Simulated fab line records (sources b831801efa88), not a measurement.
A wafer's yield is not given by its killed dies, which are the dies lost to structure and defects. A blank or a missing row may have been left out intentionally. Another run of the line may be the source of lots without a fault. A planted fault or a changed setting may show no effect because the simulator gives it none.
fab line records -- flow sky130
record lots=12, wafers=36, lastDay=50
route steps=708 shown VIA3@596 METAL4@601 CAP2M@604 METAL5@663 PAD_OPEN@708
lots that met no fault: from a run of the same line without faults
startH: start of the lot's first displayed wafer, in hours after the record's first day -- waitH: time in hours since the lot's previous step -- " as in the row above -- L1.1+2: a single row standing in for several wafers -- - no value, or no start was given -- * or withheld: withheld -- < > ~ a bound
route shown NAME@n: NAME is a module with steps in the file, n the number in the route of the first one -- usual: average and standard deviation across the fault-free wafers -- same: alike in all rows -- chamber/n: place in a boat -- sites: readings site by site -- _std_site: the standard deviation of these -- _edge_site: inner sites' mean taken away from outer sites' mean -- radiusMm: for every site, how far away it sits from the centre of the wafer -- mask NAME#n: copy n -- behind: tool/chamber where the wafer was last shaped -- hold: why the lot went on hold/how many hours it stayed there/how the hold came to an end -- device: the n, p or np transistor that did not switch -- end of line: the same wafers' tests at the end of the route -- a step without rows: its recipe alone -- killed: at the first sort, the dies lost to defects and structure; wafer yield is something else -- map: a wafer's dies, x killed, . not, _ none there
set.NAME: the setting as run; set.NAME@STEP: as run at that earlier step -- model.NAME: the simulator's own value behind a step, which no gauge read
one table for each step of the route and one row for each wafer, over a sample of lots
services: from which hour (startH, from the record's first day; less than 0 if before it) a tool's chamber was out of use, for how many hours, and why
## steps
# step SKY_VIA3_THK_MEAS_23
# recipe thkMeasGauge=xrf, reads=W_of_VIA3_CVD_21
# usual VIA3_W_THK=393/4.6
lot.wafer,tool,chamber,startH,waitH,VIA3_W_THK[nm]
L432.2,filmMetro-03,-,911.05,0.1,397
L432.4,filmMetro-03,-,911.05,0.1,398
L432.6,filmMetro-03,-,911.05,0.1,398
L434.1,filmMetro-04,-,935.57,0.1,383
L434.3,filmMetro-04,-,935.57,0.1,394
L434.5,filmMetro-04,-,935.57,0.1,392
L433.3,filmMetro-04,-,941.66,0.1,394
L433.4,filmMetro-04,-,941.66,0.1,393
L433.5,filmMetro-04,-,941.66,0.1,391
L436.1,filmMetro-02,-,949.29,0.1,399
L436.5,filmMetro-02,-,949.29,0.1,400
L436.6,filmMetro-02,-,949.29,0.1,398
L435.1,filmMetro-03,-,956.01,0.1,397
L435.4,filmMetro-03,-,956.01,0.1,398
L435.5,filmMetro-03,-,956.01,0.1,394
L438.1,filmMetro-04,-,969.24,0.1,390
L438.2,filmMetro-04,-,969.24,0.1,390
L438.3,filmMetro-04,-,969.24,0.1,389
L437.2,filmMetro-04,-,969.74,0.1,387
L437.3,filmMetro-04,-,969.74,0.1,386
L437.4,filmMetro-04,-,969.74,0.1,385
L439.2,filmMetro-02,-,972.15,0.1,402
L439.5,filmMetro-02,-,972.15,0.1,396
L439.6,filmMetro-02,-,972.15,0.1,397
L440.1,filmMetro-04,-,978.30,0.1,388
L440.2,filmMetro-04,-,978.30,0.1,393
L440.5,filmMetro-04,-,978.30,0.1,390
L448.1,filmMetro-02,-,1042.26,0.1,390
L448.3,filmMetro-02,-,1042.26,0.1,388
L448.5,filmMetro-02,-,1042.26,0.1,394
L454.1,filmMetro-04,-,1069.14,0.1,393
L454.4,filmMetro-04,-,1069.14,0.1,396
L454.6,filmMetro-04,-,1069.14,0.1,401
L455.2,filmMetro-04,-,1081.36,0.1,390
L455.5,filmMetro-04,-,1081.36,0.1,392
L455.6,filmMetro-04,-,1081.36,0.1,389
# step SKY_METAL4_SPUTTER_03
# recipe material=Ti, targetThkNm=5, powerW=3000, timeS=3.3, chamberPressurePa=0.4
# usual chamberPressurePa=0.4000/0.00081, throttleValvePct=29.7/1.3
lot.wafer,tool,chamber,startH,waitH,chamberPressurePa,throttleValvePct
L432.2,pvdSputter-04,-,911.49,0.0,0.3998,30.4
L432.4,pvdSputter-04,-,911.49,0.0,0.3993,28.7
L432.6,pvdSputter-04,-,911.49,0.0,0.3991,28.9
L434.1,pvdSputter-02,-,936.02,0.0,0.3992,29.4
L434.3,pvdSputter-02,-,936.02,0.0,0.3994,27.8
L434.5,pvdSputter-02,-,936.02,0.0,0.3989,29.4
L433.3,pvdSputter-02,-,942.08,0.0,0.3997,29.6
L433.4,pvdSputter-02,-,942.08,0.0,0.4003,29.6
L433.5,pvdSputter-02,-,942.08,0.0,0.3988,29.5
L436.1,pvdSputter-04,-,949.74,0.0,0.3994,29.9
L436.5,pvdSputter-04,-,949.74,0.0,0.3991,30.5
L436.6,pvdSputter-04,-,949.74,0.0,0.3990,30.0
L435.1,pvdSputter-02,-,956.46,0.0,0.3996,29.6
L435.4,pvdSputter-02,-,956.46,0.0,0.4011,29.8
L435.5,pvdSputter-02,-,956.46,0.0,0.3987,29.5
L438.1,pvdSputter-02,-,969.68,0.0,0.4006,27.9
L438.2,pvdSputter-02,-,969.68,0.0,0.3989,29.5
L438.3,pvdSputter-02,-,969.68,0.0,0.3998,29.5
L437.2,pvdSputter-03,-,970.18,0.0,0.3991,29.7
L437.3,pvdSputter-03,-,970.18,0.0,0.4006,32.3
L437.4,pvdSputter-03,-,970.18,0.0,0.3998,30.6
L439.2,pvdSputter-03,-,972.59,0.0,0.4001,32.6
L439.5,pvdSputter-03,-,972.59,0.0,0.4001,33.1
L439.6,pvdSputter-03,-,972.59,0.0,0.4002,30.7
L440.1,pvdSputter-02,-,978.74,0.0,0.4002,29.6
L440.2,pvdSputter-02,-,978.74,0.0,0.3993,29.5
L440.5,pvdSputter-02,-,978.74,0.0,0.4002,27.9
L448.1,pvdSputter-02,-,1042.71,0.0,0.4006,29.5
L448.3,pvdSputter-02,-,1042.71,0.0,0.4011,29.5
L448.5,pvdSputter-02,-,1042.71,0.0,0.4017,29.6
L454.1,pvdSputter-02,-,1069.59,0.0,0.3998,27.9
L454.4,pvdSputter-02,-,1069.59,0.0,0.3993,29.7
L454.6,pvdSputter-02,-,1069.59,0.0,0.3997,29.5
L455.2,pvdSputter-02,-,1081.79,0.0,0.3999,29.5
L455.5,pvdSputter-02,-,1081.79,0.0,0.4002,29.1
L455.6,pvdSputter-02,-,1081.79,0.0,0.3997,29.5
# step SKY_CAP2M_THK_MEAS_01
# recipe reads=SiO2_of_CAP2M_CVD_00
# usual CAP2M_CVD_00_THK=15.41/0.23
lot.wafer,tool,chamber,startH,waitH,CAP2M_CVD_00_THK[nm]
L432.2,filmMetro-02,-,911.59,-,15.67
L432.4,filmMetro-02,-,911.59,-,15.42
L432.6,filmMetro-02,-,911.59,-,15.68
L434.1,filmMetro-02,-,936.11,-,15.38
L434.3,filmMetro-02,-,936.11,-,15.49
L434.5,filmMetro-02,-,936.11,-,16.01
L433.3,filmMetro-04,-,942.19,-,15.11
L433.4,filmMetro-04,-,942.19,-,15.46
L433.5,filmMetro-04,-,942.19,-,15.48
L436.1,filmMetro-01,-,949.83,-,14.74
L436.5,filmMetro-01,-,949.83,-,15.50
L436.6,filmMetro-01,-,949.83,-,15.02
L435.1,filmMetro-02,-,956.55,-,15.43
L435.4,filmMetro-02,-,956.55,-,15.35
L435.5,filmMetro-02,-,956.55,-,15.56
L438.1,filmMetro-01,-,969.77,-,15.41
L438.2,filmMetro-01,-,969.77,-,15.33
L438.3,filmMetro-01,-,969.77,-,14.94
L437.2,filmMetro-01,-,970.27,-,15.58
L437.3,filmMetro-01,-,970.27,-,15.23
L437.4,filmMetro-01,-,970.27,-,15.32
L439.2,filmMetro-04,-,972.69,-,15.38
L439.5,filmMetro-04,-,972.69,-,15.41
L439.6,filmMetro-04,-,972.69,-,15.55
L440.1,filmMetro-04,-,978.83,-,15.52
L440.2,filmMetro-04,-,978.83,-,15.27
L440.5,filmMetro-04,-,978.83,-,15.59
L448.1,filmMetro-01,-,1042.81,-,15.15
L448.3,filmMetro-01,-,1042.81,-,15.12
L448.5,filmMetro-01,-,1042.81,-,15.65
L454.1,filmMetro-01,-,1069.68,-,15.50
L454.4,filmMetro-01,-,1069.68,-,15.61
L454.6,filmMetro-01,-,1069.68,-,15.53
L455.2,filmMetro-01,-,1081.89,-,15.68
L455.5,filmMetro-01,-,1081.89,-,15.77
L455.6,filmMetro-01,-,1081.89,-,15.32
# step SKY_METAL5_SPUTTER_02
# recipe material=AlCu, targetThkNm=1150, powerW=10600, timeS=61.2, chamberPressurePa=0.4
# usual chamberPressurePa=0.4000/0.00083, throttleValvePct=30.7/1.3
lot.wafer,tool,chamber,startH,waitH,chamberPressurePa,throttleValvePct
L432.2,pvdSputter-01,-,986.13,0.0,0.4016,32.6
L432.4,pvdSputter-01,-,986.13,0.0,0.4006,30.3
L432.6,pvdSputter-01,-,986.13,0.0,0.4001,33.0
L434.1,pvdSputter-04,-,1011.42,0.0,0.4004,30.7
L434.3,pvdSputter-04,-,1011.42,0.0,0.4007,28.9
L434.5,pvdSputter-04,-,1011.42,0.0,0.4007,30.0
L433.3,pvdSputter-03,-,1017.14,0.0,0.4005,32.6
L433.4,pvdSputter-03,-,1017.14,0.0,0.4002,29.6
L433.5,pvdSputter-03,-,1017.14,0.0,0.4005,32.2
L436.1,pvdSputter-04,-,1023.16,0.0,0.3998,29.5
L436.5,pvdSputter-04,-,1023.16,0.0,0.3996,29.9
L436.6,pvdSputter-04,-,1023.16,0.0,0.3991,29.3
L435.1,pvdSputter-03,-,1030.60,0.0,0.3997,32.7
L435.4,pvdSputter-03,-,1030.60,0.0,0.4000,32.3
L435.5,pvdSputter-03,-,1030.60,0.0,0.3990,32.4
L438.1,pvdSputter-03,-,1043.83,0.0,0.4005,30.5
L438.2,pvdSputter-03,-,1043.83,0.0,0.3993,32.8
L438.3,pvdSputter-03,-,1043.83,0.0,0.3993,29.3
L437.2,pvdSputter-04,-,1044.13,0.0,0.3995,29.3
L437.3,pvdSputter-04,-,1044.13,0.0,0.3996,28.7
L437.4,pvdSputter-04,-,1044.13,0.0,0.3999,30.7
L439.2,pvdSputter-04,-,1045.74,0.0,0.3997,30.4
L439.5,pvdSputter-04,-,1045.74,0.0,0.4000,29.5
L439.6,pvdSputter-04,-,1045.74,0.0,0.3992,28.9
L440.1,pvdSputter-03,-,1051.63,0.0,0.3992,29.3
L440.2,pvdSputter-03,-,1051.63,0.0,0.3998,32.7
L440.5,pvdSputter-03,-,1051.63,0.0,0.4011,32.3
L448.1,pvdSputter-01,-,1106.34,0.0,0.3995,30.4
L448.3,pvdSputter-01,-,1106.34,0.0,0.4412,28.9
L448.5,pvdSputter-01,-,1106.34,0.0,0.4399,28.9
L454.1,pvdSputter-03,-,1130.94,0.0,0.4006,30.5
L454.4,pvdSputter-03,-,1130.94,0.0,0.3989,31.9
L454.6,pvdSputter-03,-,1130.94,0.0,0.3993,32.3
L455.2,pvdSputter-04,-,1144.03,0.0,0.4006,29.6
L455.5,pvdSputter-04,-,1144.03,0.0,0.4002,29.6
L455.6,pvdSputter-04,-,1144.03,0.0,0.4003,28.8
# step SKY_PAD_OPEN_PROBE_99
# usual defectLimitedYield=82.6/1.8, killed_at_M0_to_M3=44/6.5, killed_at_M4_up=3.3/1.9, killedAtContacts=23/4.7, killedAtFrontEnd=15/4.5, killedAtOther=0.2/0.52, killedDies=86/8.9, killedOnRim=17/3.7, killedOpen=47/6.8, killedShort=39/6.1, sort_bin_3_pad_short=0.8/0.44, sort_bin_5_function=10.3/1.4, sort_bin_6_memory=6.3/1.1, sortNPass=406/8.9, sortYieldPct=82.6/1.8
# same grossDies=492, killedAtBackSide=0, sort_bin_4_leakage[%]=0, sort_bin_8_speed[%]=0
lot.wafer,tool,chamber,startH,waitH,defectLimitedYield[%],killed_at_M0_to_M3,killed_at_M4_up,killedAtContacts,killedAtFrontEnd,killedAtOther,killedDies,killedOnRim,killedOpen,killedShort,sort_bin_3_pad_short[%],sort_bin_5_function[%],sort_bin_6_memory[%],sortNPass,sortYieldPct[%]
L432.2,prober-01,-,1057.68,0.1,82.5,41,3,25,16,1,86,21,50,36,1.2,10.8,5.5,406,82.5
L432.4,prober-01,-,1057.78,0.2,83.3,42,1,16,23,0,82,10,41,41,0.8,9.8,6.1,410,83.3
L432.6,prober-01,-,1057.88,0.2,82.3,41,4,20,22,0,87,17,45,42,1.4,10.6,5.7,405,82.3
L434.1,prober-02,-,1079.71,0.1,79.1,57,1,25,20,0,103,18,63,40,1.0,11.4,8.5,389,79.1
L434.3,prober-02,-,1079.81,0.2,83.5,49,2,19,10,1,81,17,48,33,0.4,11.0,5.1,411,83.5
L434.5,prober-02,-,1079.91,0.2,80.9,46,3,25,19,1,94,19,59,35,0.6,12.2,6.3,398,80.9
L433.3,prober-01,-,1084.90,0.2,85.0,38,5,21,10,0,74,11,38,36,1.0,8.3,5.7,418,85.0
L433.4,prober-01,-,1084.95,0.2,81.3,47,3,26,16,0,92,21,51,41,1.2,11.4,6.1,400,81.3
L433.5,prober-01,-,1085.00,0.2,82.7,49,3,20,13,0,85,13,56,29,0.6,10.0,6.7,407,82.7
L436.1,prober-02,-,1090.51,0.1,82.3,35,4,24,24,0,87,14,44,43,1.0,9.6,7.1,405,82.3
L436.5,prober-02,-,1090.71,0.2,82.7,44,9,19,13,0,85,18,46,39,0.6,9.3,7.3,407,82.7
L436.6,prober-02,-,1090.76,0.2,80.5,47,3,28,18,0,96,12,43,53,1.2,11.0,7.3,396,80.5
L435.1,prober-01,-,1097.16,0.1,81.7,43,4,23,20,0,90,20,40,50,1.4,10.8,6.1,402,81.7
L435.4,prober-01,-,1097.31,0.2,85.4,38,2,16,16,0,72,13,33,39,1.0,7.1,6.5,420,85.4
L435.5,prober-01,-,1097.36,0.2,80.1,49,3,31,15,0,98,13,51,47,1.0,13.2,5.7,394,80.1
L438.1,prober-02,-,1106.56,0.1,82.7,46,5,18,16,0,85,24,47,38,0.8,11.6,4.9,407,82.7
L438.2,prober-02,-,1106.61,0.1,79.7,59,1,21,19,0,100,23,55,45,0.6,12.8,6.9,392,79.7
L438.3,prober-02,-,1106.66,0.2,82.3,37,4,26,20,0,87,18,49,38,1.4,10.0,6.3,405,82.3
L437.2,prober-01,-,1106.96,0.1,81.3,54,3,18,17,0,92,13,51,41,2.0,11.8,4.9,400,81.3
L437.3,prober-01,-,1107.01,0.2,81.7,40,8,26,16,0,90,11,45,45,0.8,10.0,7.5,402,81.7
L437.4,prober-01,-,1107.06,0.2,79.9,49,1,31,18,0,99,15,53,46,1.2,10.0,8.9,393,79.9
L439.2,prober-02,-,1108.11,0.1,83.3,45,5,18,13,1,82,13,41,41,0.6,10.6,5.5,410,83.3
L439.5,prober-02,-,1108.26,0.2,84.3,37,6,22,12,0,77,21,41,36,0.4,8.7,6.5,415,84.3
L439.6,prober-02,-,1108.31,0.2,81.9,50,3,21,15,0,89,19,44,45,1.4,9.8,6.9,403,81.9
L440.1,prober-01,-,1114.56,0.1,83.3,41,5,26,10,0,82,17,55,27,1.0,9.3,6.3,410,83.3
L440.2,prober-01,-,1114.61,0.1,83.3,45,2,23,12,0,82,12,40,42,0.8,10.8,5.1,410,83.3
L440.5,prober-01,-,1114.76,0.2,83.9,44,1,29,5,0,79,13,48,31,0.6,10.4,5.1,413,83.9
L448.1,prober-02,-,1165.43,0.1,81.7,47,3,23,17,0,90,16,46,44,0.6,10.6,7.1,402,81.7
L448.3,prober-02,-,1165.53,0.2,82.7,41,4,23,17,0,85,22,51,34,0.6,12.2,4.5,407,82.7
L448.5,prober-02,-,1165.63,0.2,81.3,43,3,29,17,0,92,19,54,38,0.2,12.0,6.5,400,81.3
L454.1,prober-02,-,1185.71,0.1,83.9,44,1,19,15,0,79,19,40,39,1.2,9.8,5.1,413,83.9
L454.4,prober-02,-,1185.86,0.2,83.1,44,3,25,10,1,83,13,49,34,0.4,10.4,6.1,409,83.1
L454.6,prober-02,-,1185.96,0.2,82.3,49,2,28,8,0,87,16,41,46,1.0,10.8,5.9,405,82.3
L455.2,prober-01,-,1197.51,0.1,82.9,44,4,25,11,0,84,22,48,36,0.6,9.6,6.9,408,82.9
L455.5,prober-01,-,1197.66,0.2,83.9,39,5,25,10,0,79,17,42,37,1.6,8.5,5.9,413,83.9
L455.6,prober-01,-,1197.71,0.2,84.1,38,5,23,10,2,78,12,45,33,0.2,8.5,7.1,414,84.1
# killed by level:class
L432.2 VIA1:geometricParticle:open=10 CONTACT:geometricParticle:open=10 VIA2:geometricParticle:open=6 LI_CONTACT:geometricParticle:open=5 VIA3:geometricParticle:open=5 CONTACT:geometricParticle:short=5 VIA1:geometricParticle:short=5 METAL1:geometricParticle:short=5
L432.4 FIELD_ISO:geometricParticle:short=10 VIA3:geometricParticle:open=10 VIA1:geometricParticle:short=10 LI_CONTACT:geometricParticle:open=6 CONTACT:geometricParticle:open=6 VIA1:geometricParticle:open=5 POLY_GATE:geometricParticle:open=4 POLY_CUT:geometricParticle:open=3
L432.6 VIA1:geometricParticle:open=9 POLY_GATE:geometricParticle:short=8 CONTACT:geometricParticle:open=8 LI_CONTACT:geometricParticle:open=5 VIA3:geometricParticle:open=5 VIA1:geometricParticle:short=5 VIA2:geometricParticle:short=4 POLY_GATE:geometricParticle:open=4
L434.1 VIA1:geometricParticle:open=16 CONTACT:geometricParticle:open=12 FIELD_ISO:geometricParticle:open=7 METAL1:geometricParticle:short=7 VIA2:geometricParticle:open=7 LI_CONTACT:geometricParticle:open=6 POLY_GATE:geometricParticle:short=5 METAL3:geometricParticle:short=5
L434.3 VIA1:geometricParticle:open=12 VIA2:geometricParticle:open=10 CONTACT:geometricParticle:open=5 VIA1:geometricParticle:short=5 VIA2:geometricParticle:short=5 FIELD_ISO:geometricParticle:open=4 POLY_GATE:geometricParticle:short=4 LI_CONTACT:geometricParticle:open=4
L434.5 LI_CONTACT:geometricParticle:open=11 VIA1:geometricParticle:open=10 VIA3:geometricParticle:open=8 FIELD_ISO:geometricParticle:open=7 VIA2:geometricParticle:open=7 METAL1:geometricParticle:short=6 CONTACT:geometricParticle:short=5 VIA1:geometricParticle:short=5
L433.3 VIA1:geometricParticle:open=11 VIA2:geometricParticle:open=6 CONTACT:geometricParticle:open=6 LI_CONTACT:geometricParticle:open=5 VIA3:geometricParticle:open=5 CONTACT:geometricParticle:short=5 METAL4:geometricParticle:short=5 POLY_GATE:geometricParticle:short=4
L433.4 VIA1:geometricParticle:open=13 CONTACT:geometricParticle:open=10 LI_CONTACT:geometricParticle:open=8 METAL1:geometricParticle:short=7 VIA2:geometricParticle:open=6 VIA3:geometricParticle:short=5 FIELD_ISO:geometricParticle:short=4 METAL3:geometricParticle:short=4
L433.5 VIA1:geometricParticle:open=16 LI_CONTACT:geometricParticle:open=8 VIA3:geometricParticle:open=7 METAL1:geometricParticle:short=6 VIA2:geometricParticle:open=6 FIELD_ISO:geometricParticle:open=5 CONTACT:geometricParticle:open=5 FIELD_ISO:geometricParticle:short=4
L436.1 VIA2:geometricParticle:open=10 VIA1:geometricParticle:open=8 POLY_GATE:geometricParticle:short=7 CONTACT:geometricParticle:open=7 FIELD_ISO:geometricParticle:short=5 METAL2:geometricParticle:short=5 LI_CONTACT:geometricParticle:open=5 CONTACT:geometricParticle:short=5
L436.5 VIA1:geometricParticle:open=11 CONTACT:geometricParticle:open=6 LOCAL_INTERCONNECT:geometricParticle:short=6 METAL4:geometricParticle:short=6 METAL2:geometricParticle:short=5 VIA2:geometricParticle:open=5 FIELD_ISO:geometricParticle:open=4 VIA2:geometricParticle:short=4
L436.6 METAL1:geometricParticle:short=11 CONTACT:geometricParticle:open=8 FIELD_ISO:geometricParticle:short=7 LI_CONTACT:geometricParticle:open=7 LOCAL_INTERCONNECT:geometricParticle:short=6 VIA1:geometricParticle:open=6 VIA2:geometricParticle:open=6 METAL3:geometricParticle:short=5
L435.1 VIA1:geometricParticle:short=10 CONTACT:geometricParticle:open=9 VIA1:geometricParticle:open=7 POLY_GATE:geometricParticle:short=6 METAL2:geometricParticle:short=5 VIA2:geometricParticle:open=5 LI_CONTACT:geometricParticle:short=4 POLY_GATE:geometricParticle:open=4
L435.4 VIA1:geometricParticle:open=10 FIELD_ISO:geometricParticle:short=7 CONTACT:geometricParticle:short=6 CONTACT:geometricParticle:open=6 METAL1:geometricParticle:short=5 VIA3:geometricParticle:short=4 FIELD_ISO:geometricParticle:open=3 VIA1:geometricParticle:short=3
L435.5 CONTACT:geometricParticle:open=14 VIA1:geometricParticle:open=12 LOCAL_INTERCONNECT:geometricParticle:short=9 VIA3:geometricParticle:open=9 VIA1:geometricParticle:short=6 METAL2:geometricParticle:short=5 VIA3:geometricParticle:short=5 FIELD_ISO:geometricParticle:open=4
L438.1 VIA1:geometricParticle:open=11 VIA3:geometricParticle:open=8 CONTACT:geometricParticle:open=8 FIELD_ISO:geometricParticle:short=7 FIELD_ISO:geometricParticle:open=6 METAL2:geometricParticle:short=6 VIA2:geometricParticle:open=6 VIA1:geometricParticle:short=5
L438.2 CONTACT:geometricParticle:open=11 VIA1:geometricParticle:open=11 VIA2:geometricParticle:open=9 VIA3:geometricParticle:open=9 VIA1:geometricParticle:short=8 FIELD_ISO:geometricParticle:open=5 FIELD_ISO:geometricParticle:short=5 POLY_GATE:geometricParticle:short=5
L438.3 CONTACT:geometricParticle:open=10 VIA1:geometricParticle:open=9 LI_CONTACT:geometricParticle:open=7 FIELD_ISO:geometricParticle:open=6 LOCAL_INTERCONNECT:geometricParticle:short=5 VIA3:geometricParticle:open=5 POLY_GATE:geometricParticle:short=4 METAL1:geometricParticle:short=4
L437.2 CONTACT:geometricParticle:open=11 VIA1:geometricParticle:open=10 VIA2:geometricParticle:open=9 VIA3:geometricParticle:open=8 METAL2:geometricParticle:short=8 FIELD_ISO:geometricParticle:open=6 METAL1:geometricParticle:short=6 VIA1:geometricParticle:short=6
L437.3 VIA1:geometricParticle:open=10 CONTACT:geometricParticle:short=9 LI_CONTACT:geometricParticle:open=8 VIA1:geometricParticle:short=6 VIA2:geometricParticle:open=5 METAL4:geometricParticle:open=5 FIELD_ISO:geometricParticle:open=4 FIELD_ISO:geometricParticle:short=4
L437.4 VIA1:geometricParticle:open=13 CONTACT:geometricParticle:open=12 METAL2:geometricParticle:short=12 LI_CONTACT:geometricParticle:open=8 VIA3:geometricParticle:short=6 FIELD_ISO:geometricParticle:open=5 FIELD_ISO:geometricParticle:short=4 VIA3:geometricParticle:open=4
L439.2 VIA2:geometricParticle:open=13 CONTACT:geometricParticle:open=9 METAL1:geometricParticle:short=7 METAL2:geometricParticle:short=7 VIA1:geometricParticle:open=5 POLY_GATE:geometricParticle:short=4 LOCAL_INTERCONNECT:geometricParticle:short=4 VIA3:geometricParticle:open=4
L439.5 CONTACT:geometricParticle:open=9 VIA1:geometricParticle:open=9 LI_CONTACT:geometricParticle:open=5 METAL2:geometricParticle:short=5 VIA3:geometricParticle:open=5 METAL4:geometricParticle:short=5 FIELD_ISO:geometricParticle:open=4 LI_CONTACT:geometricParticle:short=4
L439.6 VIA1:geometricParticle:open=12 CONTACT:geometricParticle:open=7 VIA2:geometricParticle:short=7 VIA2:geometricParticle:open=7 METAL1:geometricParticle:short=6 POLY_GATE:geometricParticle:short=5 LI_CONTACT:geometricParticle:open=5 CONTACT:geometricParticle:short=5
L440.1 CONTACT:geometricParticle:open=11 LI_CONTACT:geometricParticle:open=10 VIA3:geometricParticle:open=9 VIA1:geometricParticle:open=8 METAL2:geometricParticle:short=6 VIA2:geometricParticle:open=5 METAL4:geometricParticle:short=5 POLY_GATE:geometricParticle:open=3
L440.2 METAL2:geometricParticle:short=14 CONTACT:geometricParticle:open=9 VIA1:geometricParticle:open=9 VIA3:geometricParticle:open=5 LOCAL_INTERCONNECT:geometricParticle:short=5 CONTACT:geometricParticle:short=5 VIA2:geometricParticle:open=5 FIELD_ISO:geometricParticle:short=3
L440.5 CONTACT:geometricParticle:open=15 VIA3:geometricParticle:open=11 VIA1:geometricParticle:open=10 METAL1:geometricParticle:short=7 LI_CONTACT:geometricParticle:open=7 METAL2:geometricParticle:short=7 LOCAL_INTERCONNECT:geometricParticle:short=4 VIA1:geometricParticle:short=4
L448.1 VIA2:geometricParticle:open=8 VIA3:geometricParticle:open=8 VIA1:geometricParticle:open=7 FIELD_ISO:geometricParticle:open=6 CONTACT:geometricParticle:open=6 CONTACT:geometricParticle:short=6 VIA3:geometricParticle:short=6 POLY_GATE:geometricParticle:short=4
L448.3 VIA3:geometricParticle:open=13 VIA1:geometricParticle:open=10 CONTACT:geometricParticle:short=8 CONTACT:geometricParticle:open=7 LI_CONTACT:geometricParticle:open=6 FIELD_ISO:geometricParticle:short=5 METAL2:geometricParticle:short=5 FIELD_ISO:geometricParticle:open=4
L448.5 VIA1:geometricParticle:open=13 CONTACT:geometricParticle:open=12 CONTACT:geometricParticle:short=7 VIA3:geometricParticle:open=7 FIELD_ISO:geometricParticle:open=6 METAL1:geometricParticle:short=5 LI_CONTACT:geometricParticle:open=5 VIA2:geometricParticle:open=5
L454.1 VIA1:geometricParticle:open=8 CONTACT:geometricParticle:open=8 METAL1:geometricParticle:short=8 FIELD_ISO:geometricParticle:open=6 METAL2:geometricParticle:short=6 VIA3:geometricParticle:open=6 VIA1:geometricParticle:short=5 FIELD_ISO:geometricParticle:short=4
L454.4 VIA1:geometricParticle:open=10 VIA2:geometricParticle:open=9 CONTACT:geometricParticle:open=7 LOCAL_INTERCONNECT:geometricParticle:short=6 VIA3:geometricParticle:open=6 LI_CONTACT:geometricParticle:open=5 POLY_GATE:geometricParticle:open=4 METAL1:geometricParticle:short=4
L454.6 VIA1:geometricParticle:open=14 VIA2:geometricParticle:open=9 LOCAL_INTERCONNECT:geometricParticle:short=8 CONTACT:geometricParticle:short=8 METAL2:geometricParticle:short=6 METAL1:geometricParticle:short=6 LI_CONTACT:geometricParticle:open=5 VIA1:geometricParticle:short=5
L455.2 VIA1:geometricParticle:open=10 VIA3:geometricParticle:open=7 LI_CONTACT:geometricParticle:open=6 LOCAL_INTERCONNECT:geometricParticle:short=6 CONTACT:geometricParticle:open=6 VIA2:geometricParticle:open=6 POLY_GATE:geometricParticle:open=5 METAL2:geometricParticle:short=5
L455.5 VIA1:geometricParticle:open=9 LI_CONTACT:geometricParticle:open=7 VIA2:geometricParticle:open=7 CONTACT:geometricParticle:open=6 CONTACT:geometricParticle:short=6 VIA1:geometricParticle:short=6 METAL2:geometricParticle:short=4 LI_CONTACT:geometricParticle:short=3
L455.6 CONTACT:geometricParticle:open=10 VIA3:geometricParticle:open=7 VIA1:geometricParticle:open=6 VIA1:geometricParticle:short=6 LI_CONTACT:geometricParticle:open=4 LOCAL_INTERCONNECT:geometricParticle:short=4 POLY_GATE:geometricParticle:open=3 CONTACT:geometricParticle:short=3
## services
tool,chamber,startH,hours,kind
pvdSputter-01,-,1080.86,4.2,repair
pvdSputter-03,-,1081.23,49.6,repair
pvdSputter-04,-,1121.02,5.3,repair
pvdSputter-03,-,1123.80,3.4,repair
## key
firstSign step=SKY_METAL5_SPUTTER_02, reading=chamberPressurePa, direction=up, sigmas=49, usual=0.4000, struck=0.4406
effect none on later readings
metAt SKY_METAL5_SPUTTER_02
struckLots L448
struckWafers L448.3,L448.5
notActingAt SKY_VIA3_THK_MEAS_23,SKY_METAL4_SPUTTER_03,SKY_CAP2M_THK_MEAS_01
onsetBetween 986.13 1106.34
fault kind=processParameterDrift, tool=pvdSputter-01, chamber=-, onsetH=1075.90, steps=SKY_METAL5_SPUTTER_02, channel=chamberPressurePa, offset=0.040269, shape=step, endH=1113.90, actsIn=theseRecipesOnly, stated=0.4, scope=struckWafersOnly
